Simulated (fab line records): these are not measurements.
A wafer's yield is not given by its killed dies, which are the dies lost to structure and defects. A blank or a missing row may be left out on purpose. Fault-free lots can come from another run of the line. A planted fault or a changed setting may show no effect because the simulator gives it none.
Which tool is to blame?	flow gf180mcu	12 lots with 35 wafers sampled at 6 steps, on a route of 602 steps

WHAT EACH GAUGE READ, for each wafer
GF_V1_THK_MEAS_01.
lot	measured	on	V1_CVD_00_THK (nm)
L869	day 17 03:55	film-metro-02	600 600 604
L870	day 17 14:16	film-metro-01	584 591 584
L875	day 19 11:28	film-metro-01	607 610
L882	day 21 23:49	film-metro-02	599 607 602
L883	day 22 04:46	film-metro-04	607 605 610
L884	day 23 01:26	film-metro-04	608 597 605
L885	day 23 05:20	film-metro-04	602 611 611
L886	day 23 14:59	film-metro-01	602 592 597
L887	day 23 18:38	film-metro-01	611 610 616
L888	day 23 23:22	film-metro-04	601 593 601
L889	day 24 06:13	film-metro-04	602 602 596
L890	day 24 14:16	film-metro-02	607 604 612

GF_M2_RS_MEAS_05: measurement is done with a four-point probe.
lot	measured	on	M2_ALCU_RS (ohm/sq)
L869	day 18 05:17	film-metro-02	0.0686 0.0705 0.0688
L870	day 18 15:13	film-metro-02	0.0677 0.0693 0.0697
L875	day 20 13:33	film-metro-01	0.0724 0.0676
L882	day 23 01:11	film-metro-03	0.0697 0.0691 0.0711
L883	day 23 06:00	film-metro-03	0.0689 0.0694 0.0690
L884	day 24 01:58	film-metro-01	0.0690 0.0686 0.0683
L885	day 24 05:59	film-metro-01	0.0684 0.0689 0.0695
L886	day 24 16:20	film-metro-01	0.0703 0.0686 0.0689
L887	day 24 18:35	film-metro-01	0.0705 0.0705 0.0705
L888	day 24 23:14	film-metro-01	0.0700 0.0698 0.0700
L889	day 25 06:40	film-metro-01	0.0704 0.0698 0.0696
L890	day 25 14:26	film-metro-02	0.0696 0.0693 0.0692

GF_M2_THK_MEAS_06: measures by xrf.
lot	measured	on	M2_ALCU_THK (nm)
L869	day 18 05:23	film-metro-02	454 441 452
L870	day 18 15:20	film-metro-02	458 448 446
L875	day 20 13:38	film-metro-01	430 462
L882	day 23 01:18	film-metro-03	446 448 435
L883	day 23 06:07	film-metro-03	451 445 451
L884	day 24 02:04	film-metro-01	449 453 456
L885	day 24 06:05	film-metro-01	453 452 447
L886	day 24 16:26	film-metro-01	441 454 449
L887	day 24 18:43	film-metro-01	440 442 442
L888	day 24 23:22	film-metro-01	445 447 443
L889	day 25 06:47	film-metro-01	442 449 448
L890	day 25 14:34	film-metro-02	447 447 448

GF_M2_OVL_MEAS_15.
lot	measured	on	M2_OVL (nm)
L869	day 19 04:56	overlay-01	-5 1 -6
L870	day 19 16:02	overlay-02	-5 -7 3
L875	day 21 13:32	overlay-02	-11 -1
L882	day 23 22:55	overlay-01	5 3 -3
L883	day 24 04:14	overlay-01	-1 -4 -7
L884	day 25 00:02	overlay-01	-3 -5 -3
L885	day 25 02:56	overlay-02	6 -1 4
L886	day 25 13:23	overlay-02	5 2 0
L887	day 25 16:11	overlay-02	-13 -5 -9
L888	day 25 20:37	overlay-01	2 6 3
L889	day 26 03:47	overlay-02	1 -6 -7
L890	day 26 11:20	overlay-02	1 -5 -1

TOOL THAT RAN EACH LOT (tool first, then ch and the chambers of the sampled wafers, then the start)
lot	GF_V1_ETCH_16	GF_M2_SPUTTER_02
L869	rie-diel-03 ch 0,1,2, day 18 03:40	pvd-sputter-02, day 18 05:09
L870	rie-diel-02 ch 0,3, day 18 13:37	pvd-sputter-02, day 18 15:07
L875	rie-diel-02 ch 0,3, day 20 11:55	pvd-sputter-03, day 20 13:24
L882	rie-diel-02 ch 0,2,3, day 22 23:37	pvd-sputter-02, day 23 01:05
L883	rie-diel-01 ch 0,2,3, day 23 04:25	pvd-sputter-02, day 23 05:55
L884	rie-diel-02 ch 0,1, day 24 00:22	pvd-sputter-03, day 24 01:51
L885	rie-diel-02 ch 0,1, day 24 04:22	pvd-sputter-02, day 24 05:52
L886	rie-diel-01 ch 0,1,2, day 24 14:41	pvd-sputter-02, day 24 16:13
L887	rie-diel-03 ch 0,2,3, day 24 17:01	pvd-sputter-01, day 24 18:30
L888	rie-diel-01 ch 0,1,2, day 24 21:37	pvd-sputter-01, day 24 23:09
L889	rie-diel-01 ch 2,3, day 25 05:04	pvd-sputter-03, day 25 06:34
L890	rie-diel-02 ch 0,1,3, day 25 12:52	pvd-sputter-03, day 25 14:21
- GF_V1_ETCH_16: etches BARC in N2/H2.
- GF_M2_SPUTTER_02: material AlCu, target thk 450 nm, time 23.9 s.

AS READ BY THE TOOLS THEMSELVES (means over the sampled wafers that have a number; for cases with no such wafer, the mark the record gives instead)
GF_V1_ETCH_16.
lot	tool	drypump-motor-current-A (A)	oes-product-au (a.u.)	throttle-valve-pct (%)
L869	rie-diel-03	5.6	0.858	13.224
L870	rie-diel-02	5.9	0.855	13.217
L875	rie-diel-02	5.8	0.855	13.226
L882	rie-diel-02	6.0	0.854	13.227
L883	rie-diel-01	5.9	0.856	13.224
L884	rie-diel-02	6.0	0.855	13.228
L885	rie-diel-02	6.0	0.858	13.227
L886	rie-diel-01	5.9	0.853	13.221
L887	rie-diel-03	5.6	0.855	13.216
L888	rie-diel-01	5.8	0.854	13.209
L889	rie-diel-01	6.0	0.860	13.232
L890	rie-diel-02	5.9	0.852	13.229

GF_M2_SPUTTER_02.
lot	tool	throttle-valve-pct (%)
L869	pvd-sputter-02	30.9
L870	pvd-sputter-02	30.6
L875	pvd-sputter-03	30.5
L882	pvd-sputter-02	30.2
L883	pvd-sputter-02	30.5
L884	pvd-sputter-03	30.0
L885	pvd-sputter-02	30.1
L886	pvd-sputter-02	29.9
L887	pvd-sputter-01	29.8
L888	pvd-sputter-01	29.7
L889	pvd-sputter-03	29.8
L890	pvd-sputter-03	29.9

THE ANSWER, worked out from the rows above alone
Rule: usual is defined by the lots themselves. The widest of any qualifying gaps counts: lots, ordered by their means at a reading, are off when they make up no more than a third of the lots, leave a main group of 4 or more, and stand apart from it by 3 or more times the standard deviation of that group's means. The tables above print the reading to a certain number of digits; a main group whose means all agree to those digits is not used. Also off: a lot with no number at a reading for which 4 or more lots have one. Any other lot the step has rows for is counted as sound. Order of review: gauges by route order, followed by the tools' own readings, for which a lot's mean as printed above is used. At the first step where some lot is off, the reading lying furthest off is the one used; lots without a number count as furthest.
No lot is off on any of the readings shown, so nothing can be concluded from this.

WHAT WAS PUT IN BY THE SIMULATOR
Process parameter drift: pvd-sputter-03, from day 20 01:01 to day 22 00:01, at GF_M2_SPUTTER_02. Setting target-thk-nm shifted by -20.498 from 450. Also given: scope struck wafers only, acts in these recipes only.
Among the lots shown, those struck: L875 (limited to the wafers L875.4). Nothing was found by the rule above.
